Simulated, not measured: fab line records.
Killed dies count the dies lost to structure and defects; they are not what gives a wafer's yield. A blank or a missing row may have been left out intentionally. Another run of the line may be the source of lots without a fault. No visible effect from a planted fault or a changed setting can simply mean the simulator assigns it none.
fab line records	flow sky130
record lots=13	wafers=39	last-day=50
route steps=708 shown RES_PROTECT@214 LDD_N@252 LDD_P@262 PAD_OPEN@708
lots that met no fault: from a run of the same line without faults
start-h: the number of hours between the record's first day and the start of the first shown wafer of the lot	wait-h: hours since the lot's step before	" the same as in the row above	L1.1+2: several wafers, shown together as one row	- either no value or no given start	* or withheld: withheld	< > ~ a bound
route shown NAME@n: NAME is a module with steps in the file, n the number in the route of the first one	usual: mean/standard deviation of fault-free wafers	same: alike in all rows	chamber/n: place in a boat	sites: readings site by site	_std_site: how widely they spread, as a standard deviation	_edge_site: inner sites' mean taken away from outer sites' mean	radius-mm: how far each site lies from the wafer's centre	mask NAME#n: copy n	behind: the most recent tool/chamber to have shaped the wafer	hold: cause of the lot's hold/its duration in hours/its outcome	device: transistor that didn't switch, given as n, p or np	end of line: tests of these same wafers at the route's end	where a step has no rows: the recipe by itself	killed: count of dies lost to structure and defects at first sort (not the wafer's yield)	map: the dies of a wafer, with x for killed, . for not killed, _ for no die there
set.NAME: the run value of the setting; set.NAME@STEP: its run value at that earlier step	model.NAME: the simulator's own value behind a step, which no gauge read
one table for each step of the route and one row for each wafer, over a sample of lots
services: a tool's chamber out of use, with start hour (start-h, from the record's first day; less than 0 if before it), hours out, and reason
## steps
# step SKY_RES_PROTECT_STRIP_07
# recipe chemistry=O2/N2	power-w=1400	pressure-mtorr=1500	platen-temp-c=withheld	o2-flow-sccm=3000	n2-flow-sccm=300	overash-fraction=0.5
# usual drypump-motor-current-A=5.5/0.47	oes-product-au=0.517/0.0045	strip-time-to-endpoint-s=23.29/0.042
lot.wafer	tool	chamber	start-h	wait-h	drypump-motor-current-A	oes-product-au	rf-hours-counter-h	strip-time-to-endpoint-s
L226.2	plasma-asher-02	1	336.19	0.1	5.0	0.513	68	23.31
L226.4	"	1	"	"	5.0	0.513	-	23.31
L226.5	"	0	"	"	5.1	0.516	-	23.32
L227.1	plasma-asher-03	0	346.67	0.1	5.5	0.514	48	23.27
L227.2	"	1	"	"	6.3	0.513	48	23.27
L227.4	"	1	"	"	6.4	0.524	-	23.27
L228.1	plasma-asher-04	0	350.72	0.1	5.5	0.513	24	23.32
L228.3	"	1	"	"	5.5	0.523	-	23.34
L228.6	"	0	"	"	5.5	0.516	-	23.28
L229.1	plasma-asher-03	1	359.67	0.1	6.4	0.517	49	23.27
L229.5	"	1	"	"	6.4	0.509	-	23.26
L229.6	"	0	"	"	5.5	0.519	-	23.28
L230.1	plasma-asher-02	1	367.09	0.1	5.0	0.514	71	23.26
L230.3	"	1	"	"	5.0	0.523	-	23.24
L230.6	"	1	"	"	5.0	0.520	-	23.21
L231.3	plasma-asher-03	0	375.27	0.1	5.5	0.511	-	23.32
L231.4	"	1	"	"	6.3	0.512	-	23.32
L231.6	"	0	"	"	5.5	0.513	-	23.33
L232.1	plasma-asher-04	0	385.92	0.1	5.5	0.509	28	23.34
L232.3	"	0	"	"	5.5	0.518	-	23.36
L232.4	"	1	"	"	5.5	0.519	-	23.38
L236.1	plasma-asher-03	0	437.34	0.1	5.5	0.511	56	23.29
L236.3	"	0	"	"	5.5	0.510	-	23.29
L236.6	"	0	"	"	5.5	0.515	-	23.34
L237.1	plasma-asher-03	1	442.34	0.1	6.4	0.521	57	23.27
L237.3	"	1	"	"	6.4	0.508	-	23.23
L237.6	"	0	"	"	5.5	0.524	-	23.20
L244.1	plasma-asher-04	0	497.82	0.1	5.6	0.518	39	23.26
L244.2	"	1	"	"	5.5	0.517	39	23.26
L244.5	"	1	"	"	5.5	0.516	-	23.29
L245.2	plasma-asher-02	0	500.37	0.1	5.1	0.510	7	23.33
L245.5	"	1	"	"	5.0	0.514	-	23.33
L245.6	"	0	"	"	5.1	0.514	-	23.31
L248.2	plasma-asher-04	1	529.82	0.1	5.5	0.519	42	23.27
L248.3	"	0	"	"	5.5	0.520	-	23.28
L248.6	"	1	"	"	5.5	0.517	-	23.26
L249.1	plasma-asher-03	0	533.57	0.1	5.5	0.519	66	23.29
L249.4	"	0	"	"	5.5	0.517	-	23.26
L249.6	"	0	"	"	5.5	0.521	-	23.30
# step SKY_LDD_N_IMPLANT_15
# recipe species=BF2	energy-kev=50	dose-cm2=5e+12	tilt-deg=30	rotation-deg=270
# usual beam-on-s=9.95/0.19	faraday-current-uA=28.3/0.51
lot.wafer	tool	chamber	start-h	wait-h	beam-on-s	faraday-current-uA
L226.2	implanter-01	0	398.50	0.1	10.20	27.7
L226.4	"	0	"	"	10.15	28.0
L226.5	"	0	"	"	9.79	28.9
L227.1	implanter-02	0	411.36	0.1	10.21	27.5
L227.2	"	0	"	"	10.04	28.0
L227.4	"	0	"	"	9.82	28.5
L228.1	implanter-02	0	413.61	0.1	9.66	29.2
L228.3	"	0	"	"	9.68	29.3
L228.6	"	0	"	"	9.83	28.5
L229.1	implanter-01	0	426.36	0.1	9.84	28.7
L229.5	"	0	"	"	9.91	28.6
L229.6	"	0	"	"	9.97	28.2
L230.1	implanter-01	0	432.36	0.1	9.92	28.3
L230.3	"	0	"	"	10.09	27.9
L230.6	"	0	"	"	10.13	27.7
L231.3	implanter-03	0	438.96	0.1	9.81	28.7
L231.4	"	0	"	"	9.84	28.8
L231.6	"	0	"	"	9.98	28.4
L232.1	implanter-01	0	452.63	0.1	9.76	28.7
L232.3	"	0	"	"	10.02	28.2
L232.4	"	0	"	"	9.87	28.5
L236.1	implanter-01	0	502.53	0.1	14.22	19.9
L236.3	"	0	"	"	14.23	19.9
L236.6	"	0	"	"	14.25	19.7
L237.1	implanter-01	0	509.43	0.1	13.87	20.2
L237.3	"	0	"	"	13.96	20.2
L237.6	"	0	"	"	14.50	19.4
L244.1	implanter-03	0	562.87	0.1	9.57	29.5
L244.2	"	0	"	"	10.16	27.7
L244.5	"	0	"	"	10.07	28.2
L245.2	implanter-02	0	567.41	0.2	9.77	28.8
L245.5	"	0	"	"	10.17	27.8
L245.6	"	0	"	"	9.93	28.3
L248.2	implanter-01	0	593.58	0.1	9.90	28.5
L248.3	"	0	"	"	10.04	28.1
L248.6	"	0	"	"	9.89	28.4
L249.1	implanter-01	0	596.23	0.1	9.97	28.2
L249.4	"	0	"	"	9.80	28.7
L249.6	"	0	"	"	9.86	28.5
# step SKY_LDD_N_TW_MEAS_17
# usual LDD_N_TW=2577/16
lot.wafer	tool	chamber	start-h	wait-h	LDD_N_TW
L226.2	film-metro-04	-	398.73	0.1	2597
L226.4	"	-	"	"	2595
L226.5	"	-	"	"	2596
L227.1	film-metro-04	-	411.61	0.1	2600
L227.2	"	-	"	"	2598
L227.4	"	-	"	"	2578
L228.1	film-metro-02	-	413.86	0.1	2567
L228.3	"	-	"	"	2579
L228.6	"	-	"	"	2557
L229.1	film-metro-02	-	426.61	0.1	2573
L229.5	"	-	"	"	2570
L229.6	"	-	"	"	2589
L230.1	film-metro-04	-	432.61	0.1	2591
L230.3	"	-	"	"	2612
L230.6	"	-	"	"	2588
L231.3	film-metro-04	-	439.18	0.1	2595
L231.4	"	-	"	"	2599
L231.6	"	-	"	"	2584
L232.1	film-metro-04	-	452.88	0.1	2610
L232.3	"	-	"	"	2599
L232.4	"	-	"	"	2574
L236.1	film-metro-01	-	502.78	0.1	2580
L236.3	"	-	"	"	2568
L236.6	"	-	"	"	2594
L237.1	film-metro-02	-	509.68	0.1	2589
L237.3	"	-	"	"	2578
L237.6	"	-	"	"	2568
L244.1	film-metro-01	-	563.12	0.1	2558
L244.2	"	-	"	"	2567
L244.5	"	-	"	"	2563
L245.2	film-metro-01	-	567.77	0.1	2576
L245.5	"	-	"	"	2549
L245.6	"	-	"	"	2559
L248.2	film-metro-01	-	593.82	0.1	2556
L248.3	"	-	"	"	2558
L248.6	"	-	"	"	2568
L249.1	film-metro-01	-	596.48	0.1	2568
L249.4	"	-	"	"	2567
L249.6	"	-	"	"	2583
# step SKY_LDD_P_CD_MEAS_07
# recipe target-cd-nm=380
# usual cd-nm=379.3/2.6
lot.wafer	tool	chamber	start-h	wait-h	cd-nm
L226.2	cd-sem-02	-	428.31	0.1	380.3
L226.4	"	-	"	"	376.4
L226.5	"	-	"	"	376.2
L227.1	cd-sem-01	-	441.19	0.1	378.4
L227.2	"	-	"	"	379.3
L227.4	"	-	"	"	379.6
L228.1	cd-sem-01	-	444.34	0.1	378.2
L228.3	"	-	"	"	378.0
L228.6	"	-	"	"	377.1
L229.1	cd-sem-01	-	457.79	0.1	379.7
L229.5	"	-	"	"	378.8
L229.6	"	-	"	"	383.2
L230.1	cd-sem-02	-	463.59	0.1	382.9
L230.3	"	-	"	"	386.1
L230.6	"	-	"	"	382.7
L231.3	cd-sem-02	-	470.43	0.1	379.7
L231.4	"	-	"	"	375.5
L231.6	"	-	"	"	377.0
L232.1	cd-sem-01	-	483.24	0.1	382.4
L232.3	"	-	"	"	379.3
L232.4	"	-	"	"	382.0
L236.1	cd-sem-01	-	532.84	0.1	381.1
L236.3	"	-	"	"	381.2
L236.6	"	-	"	"	382.0
L237.1	cd-sem-01	-	540.79	0.1	382.6
L237.3	"	-	"	"	381.5
L237.6	"	-	"	"	379.3
L244.1	cd-sem-02	-	592.29	0.2	379.2
L244.2	"	-	"	"	375.9
L244.5	"	-	"	"	381.4
L245.2	cd-sem-02	-	596.21	0.1	379.6
L245.5	"	-	"	"	381.6
L245.6	"	-	"	"	381.5
L248.2	cd-sem-01	-	622.66	0.1	377.9
L248.3	"	-	"	"	378.6
L248.6	"	-	"	"	380.6
L249.1	cd-sem-02	-	625.39	0.1	374.7
L249.4	"	-	"	"	375.5
L249.6	"	-	"	"	376.1
# step SKY_PAD_OPEN_PROBE_99
# usual killed_at_M0_to_M3=44/7.8	killed_at_M4_up=3.1/1.7	killed-at-contacts=25/5.1	killed-at-front-end=15/4.4	killed-at-other=0.5/0.68	killed-dies=88/9.9	killed-on-rim=17/3.9	killed-open=48/6.9	killed-short=39/6.5
# same gross-dies=492	killed-at-back-side=0
lot.wafer	tool	chamber	start-h	wait-h	killed_at_M0_to_M3	killed_at_M4_up	killed-at-contacts	killed-at-front-end	killed-at-other	killed-dies	killed-on-rim	killed-open	killed-short
L226.2	prober-02	-	1068.00	0.1	43	0	22	18	0	83	14	44	39
L226.4	prober-02	-	1068.10	0.2	45	2	24	21	0	92	9	45	46
L226.5	prober-02	-	1068.15	0.2	53	1	19	8	0	81	12	41	40
L227.1	prober-01	-	1081.11	0.1	44	2	31	9	0	86	17	51	35
L227.2	prober-01	-	1081.16	0.1	54	4	23	15	1	97	19	47	50
L227.4	prober-01	-	1081.26	0.2	40	5	33	16	1	95	18	39	56
L228.1	prober-02	-	1082.41	0.1	33	3	30	13	2	81	16	49	30
L228.3	prober-02	-	1082.51	0.2	46	4	21	18	1	90	17	47	42
L228.6	prober-02	-	1082.66	0.2	44	3	31	11	1	90	19	47	42
L229.1	prober-01	-	1090.08	0.1	38	2	25	13	1	79	10	46	33
L229.5	prober-01	-	1090.28	0.2	59	2	24	18	0	103	15	55	48
L229.6	prober-01	-	1090.33	0.2	43	2	24	15	0	84	14	46	37
L230.1	prober-02	-	1094.36	0.1	38	5	22	25	1	91	18	58	33
L230.3	prober-02	-	1094.46	0.2	52	2	30	10	0	94	11	52	42
L230.6	prober-02	-	1094.61	0.2	45	2	29	16	1	93	19	61	32
L231.3	prober-01	-	1102.13	0.2	52	8	26	18	0	104	17	53	51
L231.4	prober-01	-	1102.18	0.2	40	1	24	20	0	85	19	36	49
L231.6	prober-01	-	1102.28	0.2	38	4	27	17	1	87	15	51	36
L232.1	prober-02	-	1108.97	0.1	69	4	23	12	1	109	23	61	47
L232.3	prober-02	-	1109.07	0.2	57	4	26	16	2	105	26	63	41
L232.4	prober-02	-	1109.12	0.2	43	5	19	13	1	81	19	44	36
L236.1	prober-02	-	1142.32	0.1	42	3	24	12	0	81	18	44	37
L236.3	prober-02	-	1142.42	0.2	28	3	26	17	0	74	17	36	38
L236.6	prober-02	-	1142.57	0.2	39	2	26	15	1	83	26	45	37
L237.1	prober-02	-	1145.52	0.1	47	4	20	22	1	94	26	44	50
L237.3	prober-02	-	1145.62	0.2	36	3	21	13	1	74	14	40	33
L237.6	prober-02	-	1145.77	0.2	32	2	19	13	0	66	16	36	30
L244.1	prober-02	-	1177.17	0.1	43	2	22	15	1	83	15	40	43
L244.2	prober-02	-	1177.22	0.1	47	2	25	22	0	96	20	53	43
L244.5	prober-02	-	1177.37	0.2	32	3	17	16	0	68	17	30	38
L245.2	prober-02	-	1181.85	0.1	60	3	23	22	0	108	21	52	55
L245.5	prober-02	-	1182.00	0.2	40	2	28	9	3	82	14	44	36
L245.6	prober-02	-	1182.05	0.2	47	4	22	12	1	86	15	44	41
L248.2	prober-01	-	1191.75	0.1	42	2	19	16	0	79	12	40	38
L248.3	prober-01	-	1191.80	0.2	39	4	19	23	0	85	21	46	39
L248.6	prober-01	-	1191.95	0.2	35	5	26	9	0	75	13	40	34
L249.1	prober-02	-	1196.02	0.1	36	2	19	12	0	69	14	39	29
L249.4	prober-02	-	1196.17	0.2	51	7	31	21	1	111	19	56	53
L249.6	prober-02	-	1196.27	0.2	42	1	29	17	1	90	16	51	39
# killed by level:class
L226.2 VIA1:geometric-particle:open=14 CONTACT:geometric-particle:open=7 CONTACT:geometric-particle:short=6 VIA3:geometric-particle:open=6 VIA1:geometric-particle:short=5 POLY_GATE:geometric-particle:short=5 FIELD_ISO:geometric-particle:open=4 LI_CONTACT:geometric-particle:open=4
L226.4 CONTACT:geometric-particle:open=10 FIELD_ISO:geometric-particle:short=7 METAL1:geometric-particle:short=7 VIA1:geometric-particle:short=7 VIA1:geometric-particle:open=7 POLY_GATE:geometric-particle:open=6 VIA2:geometric-particle:open=6 FIELD_ISO:geometric-particle:open=5
L226.5 CONTACT:geometric-particle:open=11 VIA1:geometric-particle:open=11 METAL2:geometric-particle:short=8 METAL1:geometric-particle:short=8 VIA1:geometric-particle:short=6 LI_CONTACT:geometric-particle:open=5 METAL3:geometric-particle:short=5 VIA3:geometric-particle:open=4
L227.1 VIA1:geometric-particle:open=16 CONTACT:geometric-particle:open=9 LI_CONTACT:geometric-particle:open=8 CONTACT:geometric-particle:short=7 VIA3:geometric-particle:open=7 VIA1:geometric-particle:short=5 LOCAL_INTERCONNECT:geometric-particle:short=4 VIA2:geometric-particle:open=4
L227.2 METAL1:geometric-particle:short=13 VIA3:geometric-particle:open=10 CONTACT:geometric-particle:open=9 VIA1:geometric-particle:open=9 LI_CONTACT:geometric-particle:open=5 VIA1:geometric-particle:short=5 POLY_GATE:geometric-particle:open=4 LOCAL_INTERCONNECT:geometric-particle:short=4
L227.4 CONTACT:geometric-particle:open=11 CONTACT:geometric-particle:short=9 METAL2:geometric-particle:short=9 FIELD_ISO:geometric-particle:short=7 VIA1:geometric-particle:open=7 LOCAL_INTERCONNECT:geometric-particle:short=5 LI_CONTACT:geometric-particle:open=4 VIA1:geometric-particle:short=4
L228.1 CONTACT:geometric-particle:open=12 LI_CONTACT:geometric-particle:open=11 VIA3:geometric-particle:open=7 VIA1:geometric-particle:short=6 FIELD_ISO:geometric-particle:open=4 POLY_GATE:geometric-particle:open=4 VIA1:geometric-particle:open=4 METAL2:geometric-particle:short=4
L228.3 POLY_GATE:geometric-particle:open=7 CONTACT:geometric-particle:open=7 VIA2:geometric-particle:open=7 VIA3:geometric-particle:open=7 VIA1:geometric-particle:open=6 METAL1:geometric-particle:short=6 LI_CONTACT:geometric-particle:open=6 VIA2:geometric-particle:short=6
L228.6 CONTACT:geometric-particle:open=15 METAL1:geometric-particle:short=7 VIA1:geometric-particle:open=7 VIA1:geometric-particle:short=7 LI_CONTACT:geometric-particle:open=6 VIA3:geometric-particle:short=6 CONTACT:geometric-particle:short=5 VIA3:geometric-particle:open=5
L229.1 VIA1:geometric-particle:open=11 LI_CONTACT:geometric-particle:open=8 FIELD_ISO:geometric-particle:short=7 CONTACT:geometric-particle:open=7 VIA3:geometric-particle:open=6 VIA2:geometric-particle:open=5 METAL1:geometric-particle:short=5 LI_CONTACT:geometric-particle:short=4
L229.5 VIA1:geometric-particle:open=13 VIA3:geometric-particle:open=12 CONTACT:geometric-particle:open=11 METAL2:geometric-particle:short=9 VIA2:geometric-particle:short=7 POLY_GATE:geometric-particle:short=5 LI_CONTACT:geometric-particle:open=5 METAL1:geometric-particle:short=5
L229.6 CONTACT:geometric-particle:open=10 VIA1:geometric-particle:open=10 VIA2:geometric-particle:open=8 LI_CONTACT:geometric-particle:open=7 METAL2:geometric-particle:short=6 VIA3:geometric-particle:short=5 POLY_GATE:geometric-particle:short=4 CONTACT:geometric-particle:short=4
L230.1 VIA1:geometric-particle:open=11 LI_CONTACT:geometric-particle:open=9 CONTACT:geometric-particle:open=9 FIELD_ISO:geometric-particle:short=8 VIA2:geometric-particle:open=7 POLY_GATE:geometric-particle:open=6 POLY_GATE:geometric-particle:short=4 VIA3:geometric-particle:open=4
L230.3 CONTACT:geometric-particle:open=11 VIA1:geometric-particle:open=10 METAL1:geometric-particle:short=9 VIA3:geometric-particle:open=7 LI_CONTACT:geometric-particle:open=6 LOCAL_INTERCONNECT:geometric-particle:short=6 VIA2:geometric-particle:open=6 METAL2:geometric-particle:short=5
L230.6 VIA1:geometric-particle:open=13 VIA2:geometric-particle:open=10 CONTACT:geometric-particle:open=10 LI_CONTACT:geometric-particle:open=8 VIA1:geometric-particle:short=7 VIA3:geometric-particle:open=6 FIELD_ISO:geometric-particle:open=4 LOCAL_INTERCONNECT:geometric-particle:short=4
L231.3 CONTACT:geometric-particle:open=13 VIA2:geometric-particle:open=10 VIA1:geometric-particle:open=8 METAL1:geometric-particle:short=6 LI_CONTACT:geometric-particle:open=6 METAL4:geometric-particle:short=6 FIELD_ISO:geometric-particle:open=5 FIELD_ISO:geometric-particle:short=5
L231.4 METAL1:geometric-particle:short=8 METAL2:geometric-particle:short=8 FIELD_ISO:geometric-particle:short=7 CONTACT:geometric-particle:open=6 FIELD_ISO:geometric-particle:open=5 LI_CONTACT:geometric-particle:open=5 CONTACT:geometric-particle:short=5 VIA2:geometric-particle:open=5
L231.6 CONTACT:geometric-particle:open=11 VIA1:geometric-particle:open=9 LI_CONTACT:geometric-particle:open=7 VIA1:geometric-particle:short=6 VIA2:geometric-particle:open=6 POLY_GATE:geometric-particle:open=5 CONTACT:geometric-particle:short=5 VIA3:geometric-particle:open=5
L232.1 VIA1:geometric-particle:open=19 VIA3:geometric-particle:open=10 VIA1:geometric-particle:short=10 LI_CONTACT:geometric-particle:open=8 CONTACT:geometric-particle:open=7 METAL1:geometric-particle:short=6 CONTACT:geometric-particle:short=5 VIA2:geometric-particle:open=5
L232.3 VIA1:geometric-particle:open=20 LI_CONTACT:geometric-particle:open=11 VIA1:geometric-particle:short=11 FIELD_ISO:geometric-particle:open=7 VIA3:geometric-particle:open=7 CONTACT:geometric-particle:open=6 CONTACT:geometric-particle:short=4 VIA2:geometric-particle:short=4
L232.4 CONTACT:geometric-particle:open=10 VIA1:geometric-particle:open=8 VIA3:geometric-particle:open=6 METAL2:geometric-particle:short=5 VIA2:geometric-particle:open=5 VIA3:geometric-particle:short=5 FIELD_ISO:geometric-particle:short=4 VIA1:geometric-particle:short=4
L236.1 CONTACT:geometric-particle:open=10 VIA2:geometric-particle:open=10 LI_CONTACT:geometric-particle:open=8 VIA3:geometric-particle:open=7 METAL1:geometric-particle:short=6 FIELD_ISO:geometric-particle:short=4 METAL3:geometric-particle:short=4 FIELD_ISO:geometric-particle:open=3
L236.3 CONTACT:geometric-particle:open=10 LOCAL_INTERCONNECT:geometric-particle:short=6 VIA1:geometric-particle:open=6 VIA3:geometric-particle:open=6 VIA1:geometric-particle:short=5 FIELD_ISO:geometric-particle:open=4 FIELD_ISO:geometric-particle:short=4 LI_CONTACT:geometric-particle:open=4
L236.6 LI_CONTACT:geometric-particle:open=11 VIA1:geometric-particle:open=9 CONTACT:geometric-particle:open=8 VIA2:geometric-particle:open=6 FIELD_ISO:geometric-particle:short=5 VIA1:geometric-particle:short=5 METAL1:geometric-particle:short=5 METAL3:geometric-particle:short=5
L237.1 FIELD_ISO:geometric-particle:short=11 METAL2:geometric-particle:short=7 LI_CONTACT:geometric-particle:open=6 METAL1:geometric-particle:short=6 LI_CONTACT:geometric-particle:short=5 VIA1:geometric-particle:short=5 VIA1:geometric-particle:open=5 VIA3:geometric-particle:open=5
L237.3 VIA1:geometric-particle:open=12 LI_CONTACT:geometric-particle:open=7 CONTACT:geometric-particle:open=7 POLY_GATE:geometric-particle:short=5 VIA1:geometric-particle:short=5 METAL2:geometric-particle:short=5 LOCAL_INTERCONNECT:geometric-particle:short=4 VIA2:geometric-particle:open=4
L237.6 CONTACT:geometric-particle:open=9 CONTACT:geometric-particle:short=6 METAL1:geometric-particle:short=6 VIA1:geometric-particle:open=5 VIA2:geometric-particle:open=4 VIA1:geometric-particle:short=4 VIA3:geometric-particle:open=4 FIELD_ISO:geometric-particle:open=3
L244.1 VIA1:geometric-particle:open=9 METAL1:geometric-particle:short=8 METAL2:geometric-particle:short=8 CONTACT:geometric-particle:open=7 LI_CONTACT:geometric-particle:open=6 FIELD_ISO:geometric-particle:open=5 CONTACT:geometric-particle:short=5 VIA1:geometric-particle:short=5
L244.2 VIA1:geometric-particle:open=10 CONTACT:geometric-particle:open=9 FIELD_ISO:geometric-particle:short=8 VIA2:geometric-particle:open=8 VIA1:geometric-particle:short=7 VIA3:geometric-particle:open=7 LI_CONTACT:geometric-particle:open=6 CONTACT:geometric-particle:short=6
L244.5 METAL1:geometric-particle:short=10 CONTACT:geometric-particle:open=6 METAL2:geometric-particle:short=5 FIELD_ISO:geometric-particle:open=5 METAL3:geometric-particle:short=5 VIA1:geometric-particle:open=4 LI_CONTACT:geometric-particle:open=3 LOCAL_INTERCONNECT:geometric-particle:short=3
L245.2 VIA1:geometric-particle:open=16 METAL1:geometric-particle:short=11 VIA1:geometric-particle:short=11 CONTACT:geometric-particle:open=9 POLY_GATE:geometric-particle:open=8 POLY_GATE:geometric-particle:short=8 LI_CONTACT:geometric-particle:open=6 VIA3:geometric-particle:open=5
L245.5 VIA1:geometric-particle:open=10 LOCAL_INTERCONNECT:geometric-particle:short=7 CONTACT:geometric-particle:open=7 VIA3:geometric-particle:open=7 LI_CONTACT:geometric-particle:open=6 METAL2:geometric-particle:short=5 METAL1:geometric-particle:short=4 FIELD_ISO:geometric-particle:open=3
L245.6 CONTACT:geometric-particle:open=10 VIA3:geometric-particle:open=8 VIA1:geometric-particle:open=7 METAL1:geometric-particle:short=6 METAL2:geometric-particle:short=6 LI_CONTACT:geometric-particle:open=5 VIA3:geometric-particle:short=5 VIA2:geometric-particle:open=4
L248.2 VIA1:geometric-particle:open=12 VIA3:geometric-particle:open=8 METAL1:geometric-particle:short=6 LOCAL_INTERCONNECT:geometric-particle:short=6 POLY_GATE:geometric-particle:short=5 LI_CONTACT:geometric-particle:open=5 CONTACT:geometric-particle:open=5 FIELD_ISO:geometric-particle:short=4
L248.3 CONTACT:geometric-particle:open=12 FIELD_ISO:geometric-particle:open=9 POLY_GATE:geometric-particle:short=6 METAL2:geometric-particle:short=6 METAL1:geometric-particle:short=6 VIA1:geometric-particle:open=6 FIELD_ISO:geometric-particle:short=5 LI_CONTACT:geometric-particle:open=4
L248.6 VIA1:geometric-particle:open=9 LI_CONTACT:geometric-particle:open=7 CONTACT:geometric-particle:open=7 LI_CONTACT:geometric-particle:short=6 VIA2:geometric-particle:open=6 CONTACT:geometric-particle:short=4 METAL3:geometric-particle:short=4 METAL4:geometric-particle:short=3
L249.1 LI_CONTACT:geometric-particle:open=8 METAL2:geometric-particle:short=7 VIA2:geometric-particle:open=6 VIA1:geometric-particle:open=6 VIA3:geometric-particle:open=6 FIELD_ISO:geometric-particle:open=5 CONTACT:geometric-particle:short=4 VIA1:geometric-particle:short=4
L249.4 CONTACT:geometric-particle:open=15 METAL1:geometric-particle:short=10 VIA2:geometric-particle:open=9 FIELD_ISO:geometric-particle:short=7 VIA1:geometric-particle:open=7 VIA3:geometric-particle:open=6 LI_CONTACT:geometric-particle:open=5 POLY_GATE:geometric-particle:open=5
L249.6 LI_CONTACT:geometric-particle:open=12 VIA1:geometric-particle:open=11 VIA2:geometric-particle:open=10 FIELD_ISO:geometric-particle:open=7 CONTACT:geometric-particle:short=7 FIELD_ISO:geometric-particle:short=5 LI_CONTACT:geometric-particle:short=5 METAL2:geometric-particle:short=5
## services
tool	chamber	start-h	hours	kind
implanter-01	-	316.55	1.1	repair
implanter-02	-	326.75	2.5	repair
plasma-asher-04	-	344.65	0.7	repair
plasma-asher-02	-	345.82	1.3	repair
plasma-asher-02	-	368.33	2.8	pm
plasma-asher-03	-	377.40	2.6	repair
plasma-asher-02	-	421.25	9.0	pm
plasma-asher-02	0	421.25	9.0	vent-cycle
implanter-02	-	425.52	8.0	repair
implanter-03	-	425.61	6.2	pm
implanter-02	-	440.94	13.3	pm
implanter-01	-	444.19	4.8	pm
implanter-03	-	448.95	4.5	pm
plasma-asher-03	-	450.07	2.8	pm
implanter-02	-	473.96	2.7	repair
implanter-01	-	514.82	0.7	repair
plasma-asher-02	-	523.57	0.7	repair
plasma-asher-04	-	555.18	3.9	repair
plasma-asher-04	-	556.25	0.7	repair
plasma-asher-03	-	565.38	2.7	repair
plasma-asher-02	-	569.71	14.6	pm
implanter-02	-	578.65	6.3	repair
plasma-asher-02	-	590.06	3.1	repair
implanter-03	-	596.30	4.3	repair
## key
first-sign step=SKY_LDD_N_IMPLANT_15	reading=beam-on-s	direction=up	sigmas=23	usual=9.95	struck=14.17
effect step=SKY_LDD_N_IMPLANT_15	reading=faraday-current-uA	direction=down	sigmas=16	usual=28.3	struck=19.9
met-at SKY_LDD_N_IMPLANT_15
struck-lots L236,L237
tester-left-out L236,L237
not-acting-at SKY_RES_PROTECT_STRIP_07,SKY_LDD_N_TW_MEAS_17,SKY_LDD_P_CD_MEAS_07
onset-between 452.63 502.53
fault kind=process-parameter-drift	tool=implanter-01	chamber=-	onset-h=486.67	steps=SKY_LDD_N_IMPLANT_15	channel=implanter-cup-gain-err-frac	offset=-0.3	shape=step	end-h=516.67
# tester-left-out: of these lots the tester's yield and bins aren't shown, on N5 and GAA mostly nor the transistor test; their killed dies are dies lost to structure and defects alone, not to doping, threshold or leakage, so they don't give the yield
